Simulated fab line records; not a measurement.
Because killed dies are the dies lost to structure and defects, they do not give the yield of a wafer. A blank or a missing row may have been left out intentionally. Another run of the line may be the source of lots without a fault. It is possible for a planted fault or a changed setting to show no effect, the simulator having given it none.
fab line records	flow sky130
record: lots: 12	wafers: 36	lastDay: 50
route steps=708 shown LI_CONTACT@381 VIA4@651 METAL5@675
lots untouched by any fault: they come from a run of this same line in which no faults occurred
startH: hours from the record's first day to the start of the lot's first wafer shown	waitH: time in hours since the lot's previous step	" repeats the value in the row above	L1.1+2: one row covering several wafers at once	- value missing, or start not given	* or withheld: withheld	< > ~ a bound
route shown NAME@n: names a module that has steps shown in the file, with the first one's number in the route	usual: average and standard deviation across the fault-free wafers	same: alike in all rows	chamber/n: place in a boat	sites: per-site readings	_std_site: the standard deviation of these	_edge_site: outer sites' mean less inner sites'	radiusMm: for every site, how far away it sits from the centre of the wafer	mask NAME#n: copy n	behind: the tool/chamber that last shaped the wafer	hold: reason for holding the lot/hours on hold/outcome of the hold	device: whichever transistor did not switch (one of n, p or np)	end of line: tests run on the same wafers once the route is complete	a step given without rows: its recipe and nothing more	killed: not the wafer's yield, but the dies lost to structure and defects at the first sort	map: a wafer's dies, x killed, . not, _ none there
set.NAME: setting as actually run; set.NAME@STEP: the setting as run at that earlier step	model.NAME: the simulator's own value behind a step, which no gauge read
one table for each step of the route and one row for each wafer, over a sample of lots
services: the hour from which a tool's chamber was out of use, counted from the record's first day as startH (under 0 if before that day), plus the number of hours and why
== steps ==
step: SKY_LI_CONTACT_SPUTTER_19
recipe: material: Ti	targetThkNm: 20	chamberPressurePa: 5	powerW: 2500	substrateTempC: 200	timeS: 106.37
usual: cathodeDcPowerW: 2500.0/0.41	chamberPressurePa: 5.001/0.011	throttleValvePct: 29.9/1.1
lot.wafer	tool	chamber	startH	waitH	cathodeDcPowerW	chamberPressurePa	throttleValvePct
L946.2	pvdSputter-01	-	665.86	0.0	2500.2	4.995	30.1
L946.5	"	-	"	"	2500.4	4.990	28.2
L946.6	"	-	"	"	2500.1	4.998	30.2
L947.2	pvdSputter-04	-	673.43	0.0	2500.3	4.982	29.9
L947.4	"	-	"	"	2499.9	4.996	30.8
L947.6	"	-	"	"	2500.4	4.993	29.6
L948.1	pvdSputter-01	-	684.74	0.0	2499.2	5.015	28.9
L948.2	"	-	"	"	2499.7	5.012	29.2
L948.3	"	-	"	"	2499.4	4.999	30.1
L950.1	pvdSputter-04	-	720.38	0.0	2500.4	6.043	27.9
L950.4	"	-	"	"	2499.6	6.036	27.0
L950.6	"	-	"	"	2500.1	6.026	29.0
L951.1	pvdSputter-04	-	727.49	0.0	2499.5	6.031	28.0
L951.2	"	-	"	"	2499.7	6.036	27.4
L951.6	"	-	"	"	2500.3	6.035	29.1
L961.2	pvdSputter-02	-	792.16	0.0	2499.9	4.996	29.7
L961.3	"	-	"	"	2499.6	5.001	29.2
L961.6	"	-	"	"	2499.7	5.008	30.0
L963.1	pvdSputter-02	-	808.00	0.0	2500.0	4.992	28.7
L963.3	"	-	"	"	2500.2	5.019	31.7
L963.6	"	-	"	"	2501.0	5.019	31.4
L964.3	pvdSputter-04	-	809.90	0.0	2499.9	5.002	30.0
L964.5	"	-	"	"	2500.9	4.995	29.7
L964.6	"	-	"	"	2499.3	5.004	31.9
L966.1	pvdSputter-02	-	825.59	0.0	2499.8	4.997	29.1
L966.2	"	-	"	"	2499.4	5.007	29.7
L966.4	"	-	"	"	2499.7	5.009	28.8
L965.1	pvdSputter-04	-	835.58	0.0	2500.1	4.995	32.1
L965.4	"	-	"	"	2500.0	4.992	29.7
L965.5	"	-	"	"	2500.2	5.013	32.1
L969.1	pvdSputter-04	-	853.38	0.0	2500.6	4.985	30.1
L969.4	"	-	"	"	2500.1	5.003	32.0
L969.5	"	-	"	"	2499.5	5.012	31.9
L968.2	pvdSputter-01	-	853.62	0.0	2500.3	4.983	28.7
L968.5	"	-	"	"	2499.7	4.966	29.0
L968.6	"	-	"	"	2499.5	5.001	28.9
step: SKY_VIA4_ETCH_12
recipe: target: SiO2	chemistry: C4F8/O2/Ar	stopOn: TiN	maskMaterial: NOVOLAK	sourceW: 1500	biasW: 1200	pressureMtorr: 40	c4f8FlowSccm: withheld	O2_flow_sccm: 6	Ar_flow_sccm: 300	timeS: withheld	targetDepthA: 5800
usual: oesProductAu: 0.925/0.0049
lot.wafer	tool	chamber	startH	waitH	oesProductAu
L946.2	rieDiel-02	3	993.46	0.0	0.925
L946.5	"	1	"	"	0.923
L946.6	"	3	"	"	0.926
L947.2	rieDiel-03	0	998.91	0.0	0.932
L947.4	"	3	"	"	0.931
L947.6	"	1	"	"	0.921
L948.1	rieDiel-02	3	1008.39	0.0	0.928
L948.2	"	0	"	"	0.925
L948.3	"	2	"	"	0.921
L950.1	rieDiel-03	2	1034.91	0.0	0.931
L950.4	"	2	"	"	0.930
L950.6	"	3	"	"	0.923
L951.1	rieDiel-04	2	1044.84	0.0	0.925
L951.2	"	3	"	"	0.918
L951.6	"	2	"	"	0.923
L961.2	rieDiel-02	3	1094.21	0.0	0.927
L961.3	"	2	"	"	0.926
L961.6	"	0	"	"	0.930
L963.1	rieDiel-02	1	1105.69	0.0	0.931
L963.3	"	0	"	"	0.915
L963.6	"	0	"	"	0.927
L964.3	rieDiel-03	3	1106.40	0.0	0.935
L964.5	"	2	"	"	0.932
L964.6	"	3	"	"	0.919
L966.1	rieDiel-03	2	1120.11	0.0	0.929
L966.2	"	3	"	"	0.921
L966.4	"	0	"	"	0.931
L965.1	rieDiel-04	0	1125.00	0.0	0.933
L965.4	"	3	"	"	0.926
L965.5	"	3	"	"	0.919
L969.1	rieDiel-02	0	1142.20	0.0	0.929
L969.4	"	1	"	"	0.922
L969.5	"	1	"	"	0.922
L968.2	rieDiel-03	3	1142.49	0.0	0.924
L968.5	"	2	"	"	0.921
L968.6	"	3	"	"	0.928
step: SKY_VIA4_SPUTTER_17
recipe: material: TiN	targetThkNm: 20	chamberPressurePa: 5	powerW: 4000	timeS: 80
usual: cathodeDcPowerW: 4000.0/0.61	chamberPressurePa: 5.001/0.01	throttleValvePct: 30.0/1.1
lot.wafer	tool	chamber	startH	waitH	cathodeDcPowerW	chamberPressurePa	throttleValvePct
L946.2	pvdSputter-01	-	994.13	0.0	3999.2	5.002	29.0
L946.5	"	-	"	"	3999.6	5.012	28.6
L946.6	"	-	"	"	3999.5	4.999	28.1
L947.2	pvdSputter-01	-	999.57	0.0	4000.3	4.998	29.1
L947.4	"	-	"	"	3999.7	4.995	28.0
L947.6	"	-	"	"	3999.7	4.996	28.2
L948.1	pvdSputter-04	-	1009.09	0.0	4000.3	5.007	30.6
L948.2	"	-	"	"	3999.0	5.002	29.5
L948.3	"	-	"	"	3999.2	4.993	30.2
L950.1	pvdSputter-04	-	1035.57	0.0	4000.0	5.008	30.9
L950.4	"	-	"	"	4000.1	4.993	31.9
L950.6	"	-	"	"	4000.6	5.003	31.8
L951.1	pvdSputter-04	-	1045.50	0.0	4000.4	5.000	31.0
L951.2	"	-	"	"	4000.3	5.005	29.7
L951.6	"	-	"	"	3999.6	4.999	29.5
L961.2	pvdSputter-01	-	1094.87	0.0	4000.6	4.988	28.9
L961.3	"	-	"	"	3999.8	4.996	29.9
L961.6	"	-	"	"	4000.3	5.008	28.4
L963.1	pvdSputter-01	-	1106.35	0.0	3999.3	4.996	28.5
L963.3	"	-	"	"	3999.6	5.004	28.9
L963.6	"	-	"	"	3999.9	5.011	29.0
L964.3	pvdSputter-04	-	1107.07	0.0	4000.0	4.988	30.1
L964.5	"	-	"	"	4000.5	5.015	29.8
L964.6	"	-	"	"	4000.5	5.025	30.5
L966.1	pvdSputter-04	-	1120.77	0.0	3999.9	4.992	32.1
L966.2	"	-	"	"	4000.5	4.993	29.9
L966.4	"	-	"	"	4001.4	4.987	29.9
L965.1	pvdSputter-01	-	1125.70	0.0	4000.1	4.997	28.9
L965.4	"	-	"	"	3998.5	5.012	28.1
L965.5	"	-	"	"	3999.8	5.012	29.1
L969.1	pvdSputter-02	-	1142.91	0.0	4000.5	4.999	28.8
L969.4	"	-	"	"	4000.1	5.022	31.2
L969.5	"	-	"	"	4000.5	5.001	29.4
L968.2	pvdSputter-04	-	1143.16	0.0	3999.5	4.998	30.8
L968.5	"	-	"	"	3999.4	5.011	32.0
L968.6	"	-	"	"	4000.4	5.002	29.6
step: SKY_METAL5_DESCUM_14
recipe: chemistry: O2	sourcePowerW: 150	biasPowerW: 0	pressureMtorr: 10	tempC: 40	timeS: 11
usual: drypumpMotorCurrentA: 6.1/0.43	oesProductAu: 0.992/0.0099
lot.wafer	tool	chamber	startH	waitH	drypumpMotorCurrentA	oesProductAu	rfHoursCounterH
L946.2	rieMetal-01	1	1017.27	0.1	6.5	0.974	16
L946.5	"	1	"	"	6.5	0.992	-
L946.6	"	0	"	"	6.3	0.994	-
L947.2	rieMetal-03	1	1022.32	0.1	6.2	0.987	10
L947.4	"	0	"	"	5.5	0.999	-
L947.6	"	1	"	"	6.2	0.984	-
L948.1	rieMetal-03	1	1031.57	0.1	6.2	0.985	11
L948.2	"	0	"	"	5.6	1.000	15
L948.3	"	1	"	"	6.2	0.980	-
L950.1	rieMetal-03	0	1058.27	0.1	5.5	1.005	17
L950.4	"	0	"	"	5.5	1.006	-
L950.6	"	0	"	"	5.5	1.006	-
L951.1	rieMetal-01	0	1067.64	0.1	6.4	0.989	13
L951.2	"	1	"	"	6.5	0.984	20
L951.6	"	1	"	"	6.5	0.985	-
L961.2	rieMetal-03	1	1115.65	0.1	6.2	1.001	19
L961.3	"	1	"	"	6.2	0.988	-
L961.6	"	1	"	"	6.2	0.976	-
L963.1	rieMetal-01	0	1126.94	0.1	6.3	0.996	18
L963.3	"	0	"	"	6.3	0.999	-
L963.6	"	0	"	"	6.3	0.998	-
L964.3	rieMetal-04	1	1127.01	0.1	6.0	0.994	-
L964.5	"	0	"	"	5.0	0.996	-
L964.6	"	1	"	"	6.1	0.979	-
L966.1	rieMetal-01	0	1140.34	0.1	6.3	0.995	19
L966.2	"	1	"	"	6.5	0.987	26
L966.4	"	0	"	"	6.3	0.991	-
L965.1	rieMetal-01	0	1145.89	0.1	6.4	0.987	20
L965.4	"	1	"	"	6.5	0.992	-
L965.5	"	1	"	"	6.5	0.980	-
L969.1	rieMetal-03	0	1160.87	0.1	5.5	0.999	23
L969.4	"	1	"	"	6.2	0.990	-
L969.5	"	0	"	"	5.5	1.005	-
L968.2	rieMetal-03	0	1161.14	0.1	5.6	1.003	23
L968.5	"	1	"	"	6.2	1.004	-
L968.6	"	0	"	"	5.5	1.009	-
== services ==
tool	chamber	startH	hours	kind
pvdSputter-01	-	646.03	4.0	repair
pvdSputter-04	-	694.70	0.5	repair
rieDiel-02	3	711.23	24.4	repair
rieMetal-01	-	711.29	11.8	repair
rieMetal-01	0	718.75	37.2	repair
rieDiel-03	3	750.12	13.1	repair
rieDiel-02	2	751.56	2.4	repair
rieMetal-03	1	754.62	11.7	repair
rieDiel-03	2	769.49	6.9	repair
rieDiel-02	-	771.30	14.6	pm
rieDiel-03	-	793.43	4.3	pm
rieMetal-03	-	805.36	4.3	pm
rieDiel-03	-	808.04	0.5	repair
rieDiel-03	2	865.34	3.5	repair
pvdSputter-04	-	865.95	3.0	repair
rieDiel-02	-	868.98	2.8	pm
pvdSputter-01	-	870.55	4.3	repair
rieMetal-03	-	983.41	4.6	repair
rieMetal-03	-	988.02	2.8	pm
pvdSputter-01	-	1022.62	5.0	repair
rieMetal-03	-	1027.47	0.2	repair
pvdSputter-04	-	1076.87	2.5	repair
rieMetal-03	0	1081.81	26.4	repair
pvdSputter-04	-	1150.65	2.8	repair
== key ==
firstSign: step: SKY_LI_CONTACT_SPUTTER_19	reading: chamberPressurePa	direction: up	sigmas: 96	usual: 5.001	struck: 6.035
effect: step: SKY_LI_CONTACT_SPUTTER_19	reading: throttleValvePct	direction: down	sigmas: 1.7	usual: 29.9	struck: 28.1
metAt SKY_LI_CONTACT_SPUTTER_19
struckLots L950,L951
testerLeftOut L950,L951
notActingAt SKY_VIA4_ETCH_12,SKY_VIA4_SPUTTER_17,SKY_METAL5_DESCUM_14
onsetBetween 673.43 720.38
fault: kind: processParameterDrift	tool: pvdSputter-04	chamber: -	onsetH: 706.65	steps: SKY_LI_CONTACT_SPUTTER_19	channel: chamberPressurePa	offset: 1.0299	shape: step	endH: 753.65	actsIn: theseRecipesOnly	stated: 5
testerLeftOut: of these lots the tester's yield and bins aren't shown, on N5 and GAA mostly nor the transistor test; their killed dies are dies lost to structure and defects alone, not to doping, threshold or leakage, so they don't give the yield
